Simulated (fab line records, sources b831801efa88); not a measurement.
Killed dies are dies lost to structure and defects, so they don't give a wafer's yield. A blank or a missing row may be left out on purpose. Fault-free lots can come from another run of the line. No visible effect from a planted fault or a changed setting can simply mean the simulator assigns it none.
fab line records	flow sky130
record lots=6	wafers=18	last-day=50
route steps=708 shown CONTACT@418 METAL1@434 PAD_OPEN@708
lots that met no fault: from a run of the same line without faults
start-h: hours from the record's opening day to when the first of the lot's shown wafers began	wait-h: hours since the lot's step before	" as in the row above	L1.1+2: a single row standing in for several wafers	- no value, or no start given	* or withheld: withheld	< > ~ a bound
route shown NAME@n: names a module that has steps shown in the file, with the first one's number in the route	usual: average and standard deviation across the fault-free wafers	same: alike in all rows	chamber/n: place in a boat	sites: the reading at each site	_std_site: standard deviation of those values	_edge_site: outer sites' mean less inner sites'	radius-mm: for every site, how far away it sits from the centre of the wafer	mask NAME#n: copy n	behind: the last tool/chamber to shape the wafer	hold: cause of the lot's hold/its duration in hours/its outcome	device: which transistor (n, p or np) failed to switch	end of line: the same wafers' tests at the end of the route	step lacking rows: just its recipe	killed: count of dies lost to structure and defects at first sort (not the wafer's yield)	map: dies across one wafer; x = killed, . = not, _ = none there
set.NAME: the setting that was run; set.NAME@STEP: the one run at that earlier step	model.NAME: the simulator's own value behind a step, which no gauge read
a table for each step, a row for each wafer; lots at some steps of the route
services: from which hour (start-h, from the record's first day; less than 0 if before it) a tool's chamber was out of use, for how many hours, and why
## steps
# step SKY_CONTACT_PEB_12
# recipe peb-temp-c=withheld	peb-time-s=withheld	resist=KrF-thick
# step SKY_CONTACT_DEVELOP_13
# recipe develop-time-s=60	resist=KrF-thick	dev-temp-c=21
# step SKY_CONTACT_CD_MEAS_14
# recipe target-cd-nm=170
# usual cd-nm=169.8/1.8
lot.wafer	tool	chamber	start-h	wait-h	cd-nm
L281.1	cd-sem-01	-	760.84	-	172.1
L281.3	"	-	"	"	172.2
L281.4	"	-	"	"	171.3
L291.1	cd-sem-02	-	836.19	-	168.3
L291.2	"	-	"	"	169.2
L291.6	"	-	"	"	166.7
L292.1	cd-sem-02	-	842.49	-	165.8
L292.2	"	-	"	"	166.5
L292.3	"	-	"	"	167.2
L296.3	cd-sem-02	-	870.51	-	169.1
L296.5	"	-	"	"	170.0
L296.6	"	-	"	"	171.1
L297.4	cd-sem-02	-	878.02	-	166.8
L297.5	"	-	"	"	167.6
L297.6	"	-	"	"	167.0
L301.1	cd-sem-01	-	901.99	-	168.1
L301.4	"	-	"	"	167.1
L301.5	"	-	"	"	168.4
# step SKY_CONTACT_OVL_MEAS_15
# usual CONTACT_OVL=1/6.1
lot.wafer	tool	chamber	start-h	wait-h	CONTACT_OVL[nm]
L281.1	overlay-02	-	760.96	0.1	1
L281.3	"	-	"	"	3
L281.4	"	-	"	"	4
L291.1	overlay-01	-	836.31	0.1	6
L291.2	"	-	"	"	0
L291.6	"	-	"	"	0
L292.1	overlay-01	-	842.61	0.1	-4
L292.2	"	-	"	"	5
L292.3	"	-	"	"	-2
L296.3	overlay-02	-	870.60	0.1	-1
L296.5	"	-	"	"	-1
L296.6	"	-	"	"	7
L297.4	overlay-01	-	878.09	0.1	-2
L297.5	"	-	"	"	3
L297.6	"	-	"	"	6
L301.1	overlay-02	-	902.11	0.1	5
L301.4	"	-	"	"	-4
L301.5	"	-	"	"	8
# step SKY_CONTACT_ETCH_16
# recipe chemistry=N2/H2	target=BARC	ion-energy-ev=200	source-w=500	bias-w=100	pressure-mtorr=30	n2-flow-sccm=100	h2-flow-sccm=200	stop-on=SiO2	time-s=45.9	target-depth-a=600
# step SKY_CONTACT_ETCH_17
# recipe target=SiO2	chemistry=C4F8/O2/Ar	stop-on=Si3N4	mask-material=KrF-thick	source-w=1500	bias-w=1200	pressure-mtorr=40	c4f8-flow-sccm=withheld	O2_flow_sccm=6	Ar_flow_sccm=300	time-s=withheld	target-depth-a=3400
# usual oes-product-au=0.892/0.0046
lot.wafer	tool	chamber	start-h	wait-h	oes-product-au
L281.1	rie-diel-02	3	761.04	0.0	0.898
L281.3	"	1	"	"	0.890
L281.4	"	0	"	"	0.889
L291.1	rie-diel-04	3	836.39	0.0	0.892
L291.2	"	1	"	"	0.896
L291.6	"	2	"	"	0.894
L292.1	rie-diel-02	1	842.69	0.0	0.900
L292.2	"	0	"	"	0.894
L292.3	"	2	"	"	0.907
L296.3	rie-diel-04	1	870.67	0.0	0.888
L296.5	"	0	"	"	0.892
L296.6	"	1	"	"	0.883
L297.4	rie-diel-04	2	878.15	0.0	0.892
L297.5	"	1	"	"	0.889
L297.6	"	0	"	"	0.896
L301.1	rie-diel-03	0	902.19	0.0	0.893
L301.4	"	2	"	"	0.890
L301.5	"	1	"	"	0.887
# step SKY_CONTACT_ETCH_18
# recipe target=Si3N4	chemistry=CHF3/O2	stop-on=TiN	source-w=600	bias-w=200	pressure-mtorr=40	chf3-flow-sccm=50	O2_flow_sccm=5	time-s=39	target-depth-a=750
# usual O2_flow_sccm=4.999/0.016	drypump-motor-current-A=5.9/0.61	oes-product-au=0.855/0.0073	throttle-valve-pct=8.794/0.0097
lot.wafer	tool	chamber	start-h	wait-h	O2_flow_sccm	drypump-motor-current-A	oes-product-au	rf-hours-counter-h	throttle-valve-pct
L281.1	rie-diel-02	3	-	-	4.985	5.3	0.855	8	8.781
L281.3	"	1	"	"	4.979	5.4	0.849	5	8.807
L281.4	"	0	"	"	4.996	6.5	0.855	23	8.798
L291.1	rie-diel-04	3	-	-	5.024	6.7	0.853	6	8.803
L291.2	"	1	"	"	4.986	6.0	0.854	10	8.790
L291.6	"	2	"	"	5.023	6.5	0.863	-	8.798
L292.1	rie-diel-02	1	-	-	4.997	5.4	0.857	8	8.766
L292.2	"	0	"	"	4.972	6.5	0.853	26	8.787
L292.3	"	2	"	"	5.008	5.8	0.842	19	8.791
L296.3	rie-diel-04	1	-	-	4.983	6.0	0.851	11	8.787
L296.5	"	0	"	"	5.000	4.9	0.856	-	8.788
L296.6	"	1	"	"	5.003	6.0	0.856	-	8.784
L297.4	rie-diel-04	2	-	-	4.992	6.6	0.870	18	8.794
L297.5	"	1	"	"	5.015	6.0	0.859	-	8.793
L297.6	"	0	"	"	5.000	4.8	0.864	-	8.803
L301.1	rie-diel-03	0	-	-	4.964	6.7	0.841	13	8.788
L301.4	"	2	"	"	5.004	5.8	0.861	2	8.786
L301.5	"	1	"	"	5.013	6.3	0.859	-	8.793
# step SKY_CONTACT_STRIP_19
# recipe chemistry=O2/N2	power-w=1400	pressure-mtorr=1500	platen-temp-c=withheld	o2-flow-sccm=3000	n2-flow-sccm=300	overash-fraction=0.5
# usual drypump-motor-current-A=5.5/0.4	oes-product-au=0.381/0.0046	strip-time-to-endpoint-s=3.633/0.023
lot.wafer	tool	chamber	start-h	wait-h	drypump-motor-current-A	oes-product-au	rf-hours-counter-h	strip-time-to-endpoint-s
L281.1	plasma-asher-01	0	761.13	-	5.9	0.377	2	3.613
L281.3	"	1	"	"	5.1	0.384	-	3.625
L281.4	"	0	"	"	5.9	0.373	-	3.581
L291.1	plasma-asher-03	0	836.48	-	5.4	0.384	44	3.681
L291.2	"	1	"	"	5.2	0.384	44	3.632
L291.6	"	0	"	"	5.4	0.375	-	3.646
L292.1	plasma-asher-03	0	842.78	-	5.4	0.379	44	3.621
L292.2	"	1	"	"	5.2	0.383	44	3.607
L292.3	"	1	"	"	5.2	0.381	-	3.611
L296.3	plasma-asher-01	1	870.79	-	5.1	0.380	-	3.611
L296.5	"	1	"	"	5.1	0.386	-	3.617
L296.6	"	0	"	"	6.0	0.381	-	3.609
L297.4	plasma-asher-04	0	878.28	-	5.3	0.385	-	3.646
L297.5	"	1	"	"	6.1	0.387	-	3.617
L297.6	"	0	"	"	5.3	0.391	-	3.655
L301.1	plasma-asher-04	1	902.28	-	6.1	0.385	99	3.664
L301.4	"	0	"	"	5.2	0.386	-	3.640
L301.5	"	1	"	"	6.1	0.381	-	3.683
# step SKY_CONTACT_STRIP_20
# recipe chemistry=post-etch-residue-remover	time-s=1200	temp-c=72.5
# step SKY_CONTACT_CLEAN_21
# recipe chemistry=IPA	time-s=180	temp-c=25
# step SKY_CONTACT_CLEAN_22
# recipe chemistry=O3/DIW	dry=n2-spin
# step SKY_CONTACT_SPUTTER_23
# recipe material=TiN	target-thk-nm=20	chamber-pressure-pa=5	power-w=4000	time-s=80
# usual cathode-dc-power-W=3999.9/0.71	throttle-valve-pct=29.8/1.5
lot.wafer	tool	chamber	start-h	wait-h	cathode-dc-power-W	throttle-valve-pct
L281.1	pvd-sputter-03	-	761.81	0.0	4000.1	28.3
L281.3	"	-	"	"	3999.9	29.6
L281.4	"	-	"	"	3999.7	29.7
L291.1	pvd-sputter-03	-	837.08	0.0	3999.5	28.1
L291.2	"	-	"	"	3999.1	31.6
L291.6	"	-	"	"	4001.4	31.4
L292.1	pvd-sputter-04	-	843.37	0.0	3999.3	30.6
L292.2	"	-	"	"	4001.0	30.8
L292.3	"	-	"	"	3999.1	28.9
L296.3	pvd-sputter-04	-	871.44	0.0	4000.8	31.5
L296.5	"	-	"	"	4000.0	30.6
L296.6	"	-	"	"	4000.7	31.4
L297.4	pvd-sputter-04	-	878.87	0.0	4000.4	28.6
L297.5	"	-	"	"	3999.1	31.7
L297.6	"	-	"	"	3998.3	30.6
L301.1	pvd-sputter-03	-	902.88	0.0	3998.6	31.4
L301.4	"	-	"	"	4000.2	28.3
L301.5	"	-	"	"	4000.4	29.4
# step SKY_CONTACT_CVD_24
# recipe material=W	target-thk-nm=340	time-s=102.12	temp-c=400	pressure-torr=40
# usual heater-power-outer-w=577/76	heater-power-w=905/95
lot.wafer	tool	chamber	start-h	wait-h	heater-power-outer-w	heater-power-w	model.W_of_CONTACT_CVD_24.thk-nm
L281.1	cvd-w-01	0	761.87	0.0	511	809	342.5
L281.3	"	0	"	"	507	826	347.2
L281.4	"	1	"	"	559	865	338.5
L291.1	cvd-w-02	0	837.14	0.0	526	827	338.9
L291.2	"	1	"	"	715	1031	341.6
L291.6	"	0	"	"	534	802	340.8
L292.1	cvd-w-01	0	843.43	0.0	503	829	343.2
L292.2	"	1	"	"	557	884	338.6
L292.3	"	0	"	"	499	835	342.4
L296.3	cvd-w-01	1	871.54	0.1	564	860	342.6
L296.5	"	0	"	"	517	820	342.2
L296.6	"	1	"	"	555	897	341.8
L297.4	cvd-w-02	1	878.96	0.1	703	1059	338.5
L297.5	"	1	"	"	688	1083	597.7
L297.6	"	0	"	"	518	821	340.9
L301.1	cvd-w-02	0	902.94	0.0	537	827	331.3
L301.4	"	0	"	"	533	823	336.6
L301.5	"	0	"	"	529	832	593.7
# step SKY_CONTACT_RS_MEAS_25
# recipe thk-meas-gauge=four-point-probe	reads=W_of_CONTACT_CVD_24+TiN_of_CONTACT_SPUTTER_23
# usual CONTACT_W_RS=0.338/0.0036
lot.wafer	tool	chamber	start-h	wait-h	CONTACT_W_RS[ohm/sq]
L281.1	film-metro-04	-	761.98	0.1	0.334
L281.3	"	-	"	"	0.331
L281.4	"	-	"	"	0.338
L291.1	film-metro-04	-	837.25	0.1	0.338
L291.2	"	-	"	"	0.336
L291.6	"	-	"	"	0.337
L292.1	film-metro-04	-	843.54	0.1	0.334
L292.2	"	-	"	"	0.338
L292.3	"	-	"	"	0.335
L296.3	film-metro-04	-	871.65	0.1	0.335
L296.5	"	-	"	"	0.335
L296.6	"	-	"	"	0.336
L297.4	film-metro-03	-	879.10	0.1	0.339
L297.5	"	-	"	"	0.191
L297.6	"	-	"	"	0.337
L301.1	film-metro-02	-	903.05	0.1	0.346
L301.4	"	-	"	"	0.340
L301.5	"	-	"	"	0.192
# step SKY_CONTACT_THK_MEAS_26
# recipe thk-meas-gauge=xrf	reads=W_of_CONTACT_CVD_24
# usual CONTACT_W_THK=358/4.9
lot.wafer	tool	chamber	start-h	wait-h	CONTACT_W_THK[nm]
L281.1	film-metro-04	-	762.10	0.1	357
L281.3	"	-	"	"	363
L281.4	"	-	"	"	353
L291.1	film-metro-04	-	837.37	0.1	359
L291.2	"	-	"	"	360
L291.6	"	-	"	"	360
L292.1	film-metro-04	-	843.66	0.1	362
L292.2	"	-	"	"	355
L292.3	"	-	"	"	359
L296.3	film-metro-04	-	871.75	0.1	364
L296.5	"	-	"	"	363
L296.6	"	-	"	"	365
L297.4	film-metro-03	-	879.19	0.1	360
L297.5	"	-	"	"	-
L297.6	"	-	"	"	364
L301.1	film-metro-02	-	903.17	0.1	352
L301.4	"	-	"	"	358
L301.5	"	-	"	"	-
# step SKY_CONTACT_CMP_27
# recipe stop-on=SiO2	t-overpolish-s=15	down-force-psi=3.5	platen-rpm=60	target-thk-nm=0	pad-velocity-m-s=0.94248
# usual motor-current-A=11.1/1.2	time-to-endpoint-s=82.0/2.9
lot.wafer	tool	chamber	start-h	wait-h	motor-current-A	time-to-endpoint-s
L281.4	cmp-01	0	762.16	0.0	9.7	82.2
L281.3	"	1	"	"	10.4	82.9
L281.1	"	2	"	"	12.3	79.3
L291.2	cmp-01	0	837.48	0.1	9.6	87.8
L291.1	"	1	"	"	10.9	83.2
L291.6	"	3	"	"	10.4	83.1
L292.1	cmp-01	0	843.77	0.1	10.1	86.2
L292.3	"	1	"	"	10.3	85.6
L292.2	"	2	"	"	12.3	83.2
L296.3	cmp-02	0	871.84	0.1	9.5	81.8
L296.6	"	3	"	"	11.9	83.2
L296.5	"	0	"	"	9.4	81.1
L297.4	cmp-01	1	879.27	0.1	10.5	83.3
L297.6	"	0	"	"	10.3	82.9
L297.5	"	1	"	"	10.4	145.8
L301.1	cmp-02	1	903.28	0.1	12.3	75.2
L301.4	"	2	"	"	12.2	80.0
L301.5	"	0	"	"	9.4	137.8
# step SKY_METAL1_SPUTTER_00
# recipe material=Ti	target-thk-nm=15	power-w=3000	time-s=10	chamber-pressure-pa=0.4
# usual cathode-dc-power-W=3000.0/0.5	throttle-valve-pct=30.0/1.1
lot.wafer	tool	chamber	start-h	wait-h	cathode-dc-power-W	throttle-valve-pct
L281.1	pvd-sputter-01	-	762.46	0.1	3000.2	30.9
L281.3	"	-	"	"	2999.9	28.2
L281.4	"	-	"	"	3000.2	30.5
L291.1	pvd-sputter-04	-	837.73	0.1	3000.9	30.5
L291.2	"	-	"	"	3000.0	28.8
L291.6	"	-	"	"	2999.2	28.5
L292.1	pvd-sputter-03	-	844.02	0.2	3000.3	31.6
L292.2	"	-	"	"	3000.7	29.6
L292.3	"	-	"	"	3000.1	28.3
L296.3	pvd-sputter-01	-	872.09	0.2	3000.3	30.3
L296.5	"	-	"	"	3000.0	30.3
L296.6	"	-	"	"	2999.6	30.7
L297.4	pvd-sputter-03	-	879.52	0.2	2999.6	31.5
L297.5	"	-	"	"	2998.8	29.2
L297.6	"	-	"	"	3000.2	28.4
L301.1	pvd-sputter-01	-	903.53	0.2	2999.8	30.8
L301.4	"	-	"	"	2999.3	30.1
L301.5	"	-	"	"	3001.4	31.0
# step SKY_PAD_OPEN_PROBE_99
# usual killed_at_M0_to_M3=43/6.9	killed_at_M4_up=3.2/1.6	killed-at-contacts=25/5.1	killed-at-front-end=16/4.5	killed-at-other=0.3/0.68	killed-dies=87/8.9	killed-open=48/6.9	killed-short=39/6.3
# same gross-dies=492	killed-at-back-side=0
lot.wafer	tool	chamber	start-h	wait-h	killed_at_M0_to_M3	killed_at_M4_up	killed-at-contacts	killed-at-front-end	killed-at-other	killed-dies	killed-open	killed-short
L281.1	prober-01	-	1105.48	0.1	49	3	25	11	1	89	55	34
L281.3	prober-01	-	1105.58	0.2	33	4	22	22	0	81	39	42
L281.4	prober-01	-	1105.63	0.2	35	4	25	13	1	78	38	40
L291.1	prober-02	-	1159.14	0.1	40	1	18	17	0	76	53	23
L292.1	prober-01	-	1164.83	0.1	35	2	20	12	0	69	34	35
L292.2	prober-01	-	1164.88	0.1	32	3	27	11	0	73	43	30
L292.3	prober-01	-	1164.93	0.2	36	4	21	8	0	69	37	32
L301.1	prober-01	-	1204.49	0.1	40	0	32	16	0	88	46	42
L301.4	prober-01	-	1204.64	0.2	47	3	25	24	0	99	53	46
L301.5	prober-01	-	1204.69	0.2	35	1	28	17	0	81	39	42
# killed by level:class
L281.1 VIA1:geometric-particle:open=11 VIA3:geometric-particle:open=11 CONTACT:geometric-particle:open=9 LI_CONTACT:geometric-particle:open=7 VIA2:geometric-particle:short=7 LOCAL_INTERCONNECT:geometric-particle:short=6 FIELD_ISO:geometric-particle:open=5 VIA2:geometric-particle:open=5
L281.3 CONTACT:geometric-particle:open=9 VIA1:geometric-particle:open=7 LI_CONTACT:geometric-particle:open=6 FIELD_ISO:geometric-particle:short=5 POLY_GATE:geometric-particle:short=5 CONTACT:geometric-particle:short=5 METAL1:geometric-particle:short=5 POLY_CUT:geometric-particle:open=4
L281.4 CONTACT:geometric-particle:open=9 METAL1:geometric-particle:short=7 POLY_GATE:geometric-particle:short=6 LI_CONTACT:geometric-particle:open=5 LOCAL_INTERCONNECT:geometric-particle:short=5 VIA1:geometric-particle:open=5 CONTACT:geometric-particle:short=4 METAL2:geometric-particle:short=4
L291.1 CONTACT:geometric-particle:open=11 VIA1:geometric-particle:open=9 VIA2:geometric-particle:open=9 VIA1:geometric-particle:short=6 FIELD_ISO:geometric-particle:open=5 METAL2:geometric-particle:short=5 FIELD_ISO:geometric-particle:short=4 LI_CONTACT:geometric-particle:open=4
L292.1 VIA1:geometric-particle:open=9 CONTACT:geometric-particle:open=5 METAL2:geometric-particle:short=5 POLY_GATE:geometric-particle:short=4 LI_CONTACT:geometric-particle:short=4 LI_CONTACT:geometric-particle:open=4 CONTACT:geometric-particle:short=4 METAL1:geometric-particle:short=4
L292.2 LI_CONTACT:geometric-particle:open=10 VIA2:geometric-particle:open=10 CONTACT:geometric-particle:open=8 METAL2:geometric-particle:short=6 POLY_GATE:geometric-particle:open=5 LOCAL_INTERCONNECT:geometric-particle:short=4 METAL1:geometric-particle:short=4 VIA3:geometric-particle:open=4
L292.3 VIA2:geometric-particle:open=9 VIA3:geometric-particle:open=9 LI_CONTACT:geometric-particle:short=8 LI_CONTACT:geometric-particle:open=7 METAL4:geometric-particle:short=4 CONTACT:geometric-particle:open=3 METAL1:geometric-particle:short=3 VIA1:geometric-particle:short=3
L301.1 CONTACT:geometric-particle:open=12 LI_CONTACT:geometric-particle:open=8 METAL1:geometric-particle:short=8 VIA2:geometric-particle:open=7 CONTACT:geometric-particle:short=6 VIA1:geometric-particle:open=6 VIA1:geometric-particle:short=6 FIELD_ISO:geometric-particle:short=4
L301.4 CONTACT:geometric-particle:open=12 FIELD_ISO:geometric-particle:short=10 METAL1:geometric-particle:short=9 FIELD_ISO:geometric-particle:open=8 LI_CONTACT:geometric-particle:open=8 VIA3:geometric-particle:open=7 VIA2:geometric-particle:open=7 VIA1:geometric-particle:short=6
L301.5 CONTACT:geometric-particle:open=13 VIA1:geometric-particle:open=8 FIELD_ISO:geometric-particle:short=7 LOCAL_INTERCONNECT:geometric-particle:short=5 VIA1:geometric-particle:short=5 VIA3:geometric-particle:open=5 LI_CONTACT:geometric-particle:open=4 CONTACT:geometric-particle:short=4
## services
tool	chamber	start-h	hours	kind
pvd-sputter-03	-	737.05	1.7	repair
cvd-w-02	-	738.13	2.8	pm
plasma-asher-01	0	742.75	-	clean
plasma-asher-01	1	742.75	-	clean
cmp-02	-	744.02	4.0	pm
cmp-02	-	748.02	-	consumable-replace:conditioner
cmp-02	-	748.02	-	consumable-replace:pad
rie-diel-03	-	750.94	2.8	pm
plasma-asher-03	-	755.00	2.8	pm
rie-diel-02	3	755.08	4.5	repair
plasma-asher-04	-	764.55	1.2	repair
cmp-02	-	775.01	7.7	pm
plasma-asher-03	-	791.15	0.8	repair
rie-diel-04	0	794.59	3.2	repair
rie-diel-02	1	810.69	11.2	repair
cmp-01	-	813.45	2.8	repair
rie-diel-03	2	820.37	-	clean
rie-diel-03	3	831.16	6.0	repair
rie-diel-03	1	831.94	8.2	repair
cmp-02	-	851.84	4.1	pm
rie-diel-04	2	866.07	10.3	repair
pvd-sputter-04	-	867.48	2.8	repair
rie-diel-03	1	868.48	3.6	repair
plasma-asher-01	-	881.08	1.8	repair
## key
first-sign step=SKY_CONTACT_RS_MEAS_25	reading=CONTACT_W_RS	direction=down	sigmas=41	usual=0.338	struck=0.192
effect step=SKY_CONTACT_THK_MEAS_26	reading=CONTACT_W_THK	direction=missing
effect step=SKY_CONTACT_CMP_27	reading=time-to-endpoint-s	direction=up	sigmas=20	usual=*	struck=*
model-effect step=SKY_CONTACT_CVD_24	value=W_of_CONTACT_CVD_24.thk-nm	without=338.8	struck=595.7
met-at SKY_CONTACT_CVD_24
struck-wafers L297.5,L301.5
tester-left-out L297,L301
onset-between 837.14 878.96
fault kind=process-parameter-drift	tool=cvd-w-02	chamber=-	onset-h=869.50	steps=SKY_CONTACT_CVD_24	channel=target-thk-nm	offset=256.78	shape=step	end-h=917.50	scope=struck-wafers-only	acts-in=these-recipes-only	stated=340
# tester-left-out: of these lots the tester's yield and bins aren't shown, on N5 and GAA mostly nor the transistor test; their killed dies are dies lost to structure and defects alone, not to doping, threshold or leakage, so they don't give the yield
